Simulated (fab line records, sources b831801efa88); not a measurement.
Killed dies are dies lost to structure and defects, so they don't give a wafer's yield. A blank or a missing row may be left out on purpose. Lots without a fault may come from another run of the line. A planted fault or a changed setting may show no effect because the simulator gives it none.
fab line records | flow sky130
record lots=11 wafers=33 last_day=50
route steps=708 shown VIA1@472 METAL2@503 VIA2@514 PAD_OPEN@708
lots that met no fault: from a run of the same line without faults
start_h: hours from the record's first day to the start of the lot's first wafer shown | wait_h: hours since the lot's step before | " the same as in the row above | L1.1+2: a row that stands for several wafers | - no value, or no start given | * or withheld: withheld | < > ~ a bound
route shown NAME@n: a module of which the file shows steps, and the number in the route of the first | usual: mean/standard deviation of fault-free wafers | same: alike in all rows | chamber/n: place in a boat | sites: the reading at each site | _std_site: their standard deviation | _edge_site: outer sites' mean less inner sites' | radius_mm: how far each site lies from the wafer's centre | mask NAME#n: copy n | behind: the tool/chamber that last shaped the wafer | hold: why the lot was held/for how many hours/how that ended | device: the transistor (n, p or np) that didn't switch | end of line: the same wafers' tests at the end of the route | a step without rows: its recipe alone | killed: dies lost to structure and defects at the first sort, not the wafer's yield | map: a wafer's dies, x killed, . not, _ none there
set.NAME: the setting as run; set.NAME@STEP: as run at that earlier step | model.NAME: the simulator's own value behind a step, which no gauge read
steps of the route over a sample of lots; a table a step, a row a wafer
services: from which hour (start_h, from the record's first day; less than 0 if before it) a tool's chamber was out of use, for how many hours, and why
## steps
# step SKY_VIA1_ETCH_14
# recipe chemistry=N2/H2 target=BARC ion_energy_ev=200 source_w=500 bias_w=100 pressure_mtorr=30 n2_flow_sccm=100 h2_flow_sccm=200 stop_on=SiO2 time_s=45.9 target_depth_a=600
# usual bias_w=100.02/0.3 drypump_motor_current_A=5.7/0.55 oes_product_au=0.855/0.005 throttle_valve_pct=13.224/0.0086
# columns lot.wafer tool chamber start_h wait_h bias_w drypump_motor_current_A oes_product_au rf_hours_counter_h throttle_valve_pct
L188.1 rie_diel-03 0 787.38 0.0 100.55 5.8 0.857 4 13.237
L188.4 " 1 " " 100.04 5.9 0.857 21 13.222
L188.6 " 2 " " 99.84 4.9 0.851 - 13.216
L189.1 rie_diel-01 2 795.86 0.0 99.83 6.4 0.854 20 13.215
L189.2 " 0 " " 100.33 5.4 0.851 11 13.231
L189.6 " 0 " " 99.98 5.5 0.849 - 13.210
L191.3 rie_diel-01 3 823.65 0.0 99.71 5.5 0.845 13 13.211
L191.4 " 1 " " 100.01 6.1 0.850 24 13.225
L191.5 " 0 " " 100.23 5.4 0.864 - 13.231
L199.1 rie_diel-03 1 884.44 0.0 99.94 6.0 0.853 23 13.228
L199.4 " 3 " " 100.09 5.9 0.857 9 13.225
L199.6 " 2 " " 100.20 4.9 0.853 - 13.214
L201.2 rie_diel-04 2 897.00 0.0 100.23 6.7 0.850 8 13.209
L201.5 " 1 " " 100.31 5.6 0.856 - 13.226
L201.6 " 0 " " 99.85 4.8 0.853 - 13.242
L202.2 rie_diel-01 1 902.65 0.0 100.68 6.2 0.851 26 13.215
L202.3 " 2 " " 100.04 6.4 0.853 24 13.213
L202.6 " 2 " " 99.56 6.4 0.857 - 13.207
L203.2 rie_diel-01 2 904.49 0.0 99.86 6.4 0.842 24 13.216
L203.5 " 0 " " 100.06 5.4 0.849 - 13.233
L203.6 " 2 " " 99.67 6.4 0.863 - 13.218
L206.3 rie_diel-04 0 934.29 0.0 99.58 4.8 0.858 17 13.214
L206.5 " 3 " " 100.04 5.9 0.856 - 13.231
L206.6 " 1 " " 99.88 5.6 0.857 - 13.217
L207.2 rie_diel-01 2 940.61 0.0 99.73 6.4 0.865 25 13.223
L207.5 " 3 " " 99.91 5.5 0.851 - 13.227
L207.6 " 2 " " 100.00 6.4 0.863 - 13.221
L210.1 rie_diel-04 0 951.06 0.0 99.98 4.8 0.852 18 13.225
L210.3 " 2 " " 99.67 6.6 0.859 9 13.227
L210.5 " 0 " " 99.80 4.8 0.868 - 13.209
L211.1 rie_diel-03 1 963.30 0.0 99.98 5.9 0.852 0 13.220
L211.2 " 0 " " 99.44 5.8 0.852 9 13.219
L211.5 " 2 " " 99.96 4.9 0.854 - 13.232
# step SKY_METAL2_STRIP_20
# recipe chemistry=O2/N2 power_w=1400 pressure_mtorr=1500 platen_temp_c=withheld o2_flow_sccm=3000 n2_flow_sccm=300 overash_fraction=0.5
# usual drypump_motor_current_A=5.7/0.57 oes_product_au=0.344/0.0044 strip_time_to_endpoint_s=2.72/0.05
# columns lot.wafer tool chamber start_h wait_h drypump_motor_current_A oes_product_au rf_hours_counter_h strip_time_to_endpoint_s
L188.1 plasma_asher-01 0 815.44 0.1 5.0 0.342 71 2.79
L188.4 " 1 " " 4.8 0.337 - 2.71
L188.6 " 0 " " 5.0 0.348 - 2.73
L189.1 plasma_asher-02 1 824.85 0.1 5.8 0.339 33 2.70
L189.2 " 0 " " 6.5 0.345 33 2.56
L189.6 " 0 " " 6.5 0.341 - 2.72
L191.3 plasma_asher-04 1 856.72 0.1 6.0 0.344 - 2.75
L191.4 " 0 " " 5.6 0.341 - 2.73
L191.5 " 0 " " 5.6 0.347 - 2.76
L199.1 plasma_asher-02 1 911.75 0.1 5.7 0.350 42 2.73
L199.4 " 0 " " 6.5 0.350 - 2.76
L199.6 " 1 " " 5.8 0.340 - 2.76
L201.2 plasma_asher-04 0 924.34 0.1 5.6 0.341 113 2.75
L201.5 " 0 " " 5.6 0.351 - 2.80
L201.6 " 1 " " 6.0 0.342 - 2.73
L202.2 plasma_asher-01 0 929.89 0.1 5.0 0.336 82 2.74
L202.3 " 1 " " 4.8 0.340 - 2.73
L202.6 " 0 " " 5.0 0.340 - 2.74
L203.2 plasma_asher-01 0 930.99 0.1 5.0 0.343 83 2.66
L203.5 " 1 " " 4.8 0.340 - 2.58
L203.6 " 0 " " 5.0 0.344 - 2.70
L206.3 plasma_asher-02 0 960.68 0.1 6.6 0.343 - 2.73
L206.5 " 0 " " 6.5 0.339 - 2.69
L206.6 " 1 " " 5.7 0.346 - 2.72
L207.2 plasma_asher-04 0 966.19 0.1 5.6 0.342 117 2.73
L207.5 " 0 " " 5.6 0.340 - 2.74
L207.6 " 1 " " 6.0 0.341 - 2.71
L210.1 plasma_asher-01 1 977.79 0.1 4.8 0.338 87 2.60
L210.3 " 0 " " 5.0 0.331 - 2.63
L210.5 " 0 " " 4.9 0.340 - 2.61
L211.1 plasma_asher-02 1 988.90 0.1 5.8 0.340 49 2.60
L211.2 " 0 " " 6.5 0.340 49 2.71
L211.5 " 1 " " 5.7 0.347 - 2.71
# step SKY_VIA2_COAT_07
# recipe resist=KrF-thick spin_rpm=3000 resist_thk_nm=450
# columns lot.wafer tool chamber start_h wait_h
L188.1+4+6 litho_track-01 0 829 -
L189.1+2+6 litho_track-04 0 839 -
L191.3+4+5 litho_track-04 0 870 -
L199.1+4+6 litho_track-01 0 925 -
L201.2+5+6 litho_track-01 0 937 -
L202.2+3+6 litho_track-04 0 942 -
L203.2+5+6 litho_track-04 0 944 -
L206.3+5+6 litho_track-02 0 973 -
L207.2+5+6 litho_track-02 0 978 -
L210.1+3+5 litho_track-04 0 990 -
L211.1+2+5 litho_track-04 0 1001 -
# step SKY_VIA2_STRIP_16
# recipe chemistry=O2/N2 power_w=1400 pressure_mtorr=1500 platen_temp_c=withheld o2_flow_sccm=3000 n2_flow_sccm=300 overash_fraction=0.5
# usual drypump_motor_current_A=5.7/0.61 oes_product_au=0.398/0.0042 strip_time_to_endpoint_s=4.040/0.028
# columns lot.wafer tool chamber start_h wait_h drypump_motor_current_A oes_product_au rf_hours_counter_h strip_time_to_endpoint_s
L188.1 plasma_asher-02 0 843.12 0.0 6.5 0.402 35 4.042
L188.4 " 0 " " 6.5 0.401 - 4.071
L188.6 " 1 " " 5.8 0.404 - 4.056
L189.1 plasma_asher-02 1 852.81 0.0 5.7 0.399 36 4.022
L189.2 " 0 " " 6.6 0.394 36 4.027
L189.6 " 0 " " 6.5 0.400 - 4.018
L191.3 plasma_asher-03 0 883.87 0.1 5.4 0.401 - 4.103
L191.4 " 1 " " 6.4 0.391 - 4.040
L191.5 " 0 " " 5.5 0.401 - 4.103
L199.1 plasma_asher-03 1 938.29 0.0 6.4 0.421 21 4.559
L199.4 " 0 " " 5.4 0.397 - 4.058
L199.6 " 0 " " 5.4 0.425 - 4.545
L201.2 plasma_asher-02 0 949.96 0.0 6.6 0.402 45 4.053
L201.5 " 1 " " 5.8 0.397 - 3.971
L201.6 " 0 " " 6.6 0.420 - 4.576
L202.2 plasma_asher-02 1 954.31 0.0 5.7 0.400 46 4.064
L202.3 " 0 " " 6.5 0.390 - 4.014
L202.6 " 0 " " 6.6 0.397 - 4.008
L203.2 plasma_asher-03 0 956.62 0.0 5.4 0.397 23 4.014
L203.5 " 0 " " 5.4 0.395 - 4.078
L203.6 " 1 " " 6.3 0.394 - 4.030
L206.3 plasma_asher-03 0 985.64 0.1 5.4 0.398 - 4.037
L206.5 " 1 " " 6.3 0.400 - 4.041
L206.6 " 0 " " 5.4 0.402 - 4.097
L207.2 plasma_asher-03 0 990.96 0.0 5.4 0.399 26 4.032
L207.5 " 0 " " 5.4 0.406 - 4.074
L207.6 " 1 " " 6.4 0.397 - 4.036
L210.1 plasma_asher-03 0 1002.47 0.0 5.4 0.397 27 4.049
L210.3 " 0 " " 5.4 0.399 - 4.016
L210.5 " 1 " " 6.3 0.391 - 3.995
L211.1 plasma_asher-01 1 1014.02 0.0 4.8 0.398 91 4.089
L211.2 " 0 " " 5.0 0.397 91 4.066
L211.5 " 0 " " 5.0 0.396 - 4.072
# step SKY_VIA2_THK_MEAS_23
# recipe thk_meas_gauge=xrf reads=W_of_VIA2_CVD_21
# usual VIA2_W_THK=419/5.8
# columns lot.wafer tool chamber start_h wait_h VIA2_W_THK[nm]
L188.1 film_metro-01 - 844.10 0.1 422
L188.4 " - " " 428
L188.6 " - " " 422
L189.1 film_metro-02 - 853.71 0.1 419
L189.2 " - " " 424
L189.6 " - " " 413
L191.3 film_metro-01 - 884.80 0.1 420
L191.4 " - " " 429
L191.5 " - " " 431
L199.1 film_metro-03 - 939.19 0.1 416
L199.4 " - " " 423
L199.6 " - " " 413
L201.2 film_metro-03 - 950.88 0.1 419
L201.5 " - " " 416
L201.6 " - " " 419
L202.2 film_metro-01 - 955.23 0.1 426
L202.3 " - " " 430
L202.6 " - " " 424
L203.2 film_metro-01 - 957.55 0.1 423
L203.5 " - " " 424
L203.6 " - " " 426
L206.3 film_metro-02 - 986.53 0.1 411
L206.5 " - " " 417
L206.6 " - " " 412
L207.2 film_metro-01 - 991.87 0.1 420
L207.5 " - " " 416
L207.6 " - " " 430
L210.1 film_metro-03 - 1003.38 0.1 417
L210.3 " - " " 409
L210.5 " - " " 414
L211.1 film_metro-01 - 1014.96 0.1 431
L211.2 " - " " 425
L211.5 " - " " 428
# step SKY_PAD_OPEN_PROBE_99
# usual defect_limited_yield=82.8/2.1 killed_at_M0_to_M3=43/7.7 killed_at_M4_up=3.1/1.7 killed_at_contacts=23/4.8 killed_at_front_end=15/4.5 killed_at_other=0.3/0.58 killed_dies=85/10 killed_on_rim=17/3.8 killed_open=46/7.5 killed_short=38/6.5 sort_bin_3_pad_short=0.8/0.38 sort_bin_5_function=10.3/1.7 sort_bin_6_memory=6.1/1.1 sort_n_pass=407/10 sort_yield_pct=82.8/2.1
# same gross_dies=492 killed_at_back_side=0 sort_bin_4_leakage[%]=0 sort_bin_8_speed[%]=0
# columns lot.wafer tool chamber start_h wait_h defect_limited_yield[%] killed_at_M0_to_M3 killed_at_M4_up killed_at_contacts killed_at_front_end killed_at_other killed_dies killed_on_rim killed_open killed_short sort_bin_3_pad_short[%] sort_bin_5_function[%] sort_bin_6_memory[%] sort_n_pass sort_yield_pct[%]
L199.1 prober-01 - 1146.51 0.1 83.7 32 7 25 16 0 80 19 40 40 1.2 9.3 5.7 412 83.7
L199.4 prober-01 - 1146.66 0.2 85.0 36 5 21 12 0 74 17 43 31 0.8 8.7 5.5 418 85.0
L199.6 prober-01 - 1146.76 0.2 82.3 45 4 24 14 0 87 14 44 43 1.4 8.7 7.5 405 82.3
# killed by level:class
L199.1 VIA1:geometric_particle:open=9 LI_CONTACT:geometric_particle:open=7 LOCAL_INTERCONNECT:geometric_particle:short=6 METAL1:geometric_particle:short=6 CONTACT:geometric_particle:open=6 VIA1:geometric_particle:short=6 FIELD_ISO:geometric_particle:short=5 METAL4:geometric_particle:short=5
L199.4 CONTACT:geometric_particle:open=9 VIA2:geometric_particle:open=7 VIA1:geometric_particle:open=6 VIA3:geometric_particle:open=6 POLY_GATE:geometric_particle:open=5 CONTACT:geometric_particle:short=5 METAL1:geometric_particle:short=5 VIA1:geometric_particle:short=5
L199.6 METAL1:geometric_particle:short=11 VIA1:geometric_particle:open=11 VIA2:geometric_particle:open=7 FIELD_ISO:geometric_particle:short=6 LI_CONTACT:geometric_particle:open=6 CONTACT:geometric_particle:short=6 CONTACT:geometric_particle:open=6 LOCAL_INTERCONNECT:geometric_particle:short=4
## services
# columns tool chamber start_h hours kind
rie_diel-01 3 789.33 13.5 repair
rie_diel-03 1 822.14 2.9 repair
rie_diel-03 1 830.01 5.3 repair
plasma_asher-02 - 837.87 0.9 repair
rie_diel-03 - 847.79 1.0 repair
rie_diel-01 0 859.72 4.0 repair
rie_diel-04 2 873.86 4.6 repair
plasma_asher-01 - 879.74 0.4 repair
rie_diel-01 3 902.48 4.3 repair
rie_diel-01 1 904.45 1.9 repair
rie_diel-04 2 913.41 15.3 repair
rie_diel-04 2 931.10 8.4 repair
plasma_asher-03 - 936.56 0.6 repair
rie_diel-01 2 943.30 9.6 repair
rie_diel-01 0 947.26 8.4 repair
rie_diel-04 - 961.83 2.8 pm
plasma_asher-03 - 966.15 0.8 repair
rie_diel-04 - 968.13 4.3 pm
rie_diel-01 1 992.92 - clean
rie_diel-01 1 992.92 33.5 scheduled_down
rie_diel-01 1 992.92 33.5 vent_cycle
rie_diel-03 - 1002.20 2.8 pm
plasma_asher-01 - 1004.45 1.8 repair
rie_diel-03 1 1008.56 5.7 repair
## key
first_sign step=SKY_VIA2_STRIP_16 reading=strip_time_to_endpoint_s direction=up sigmas=19 usual=* struck=*
effect step=SKY_VIA2_STRIP_16 reading=oes_product_au direction=up sigmas=5.7 usual=0.398 struck=0.422
met_at SKY_VIA2_COAT_07
struck_lots L199,L201
struck_wafers L199.1,L199.6,L201.6
not_acting_at SKY_VIA1_ETCH_14,SKY_METAL2_STRIP_20,SKY_VIA2_THK_MEAS_23
onset_between 829 925
fault kind=process_parameter_drift tool=litho_track-01 chamber=- onset_h=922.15 steps=SKY_VIA2_COAT_07 channel=resist_thk_nm offset=51 shape=step end_h=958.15 scope=struck_wafers_only acts_in=these_recipes_only stated=450
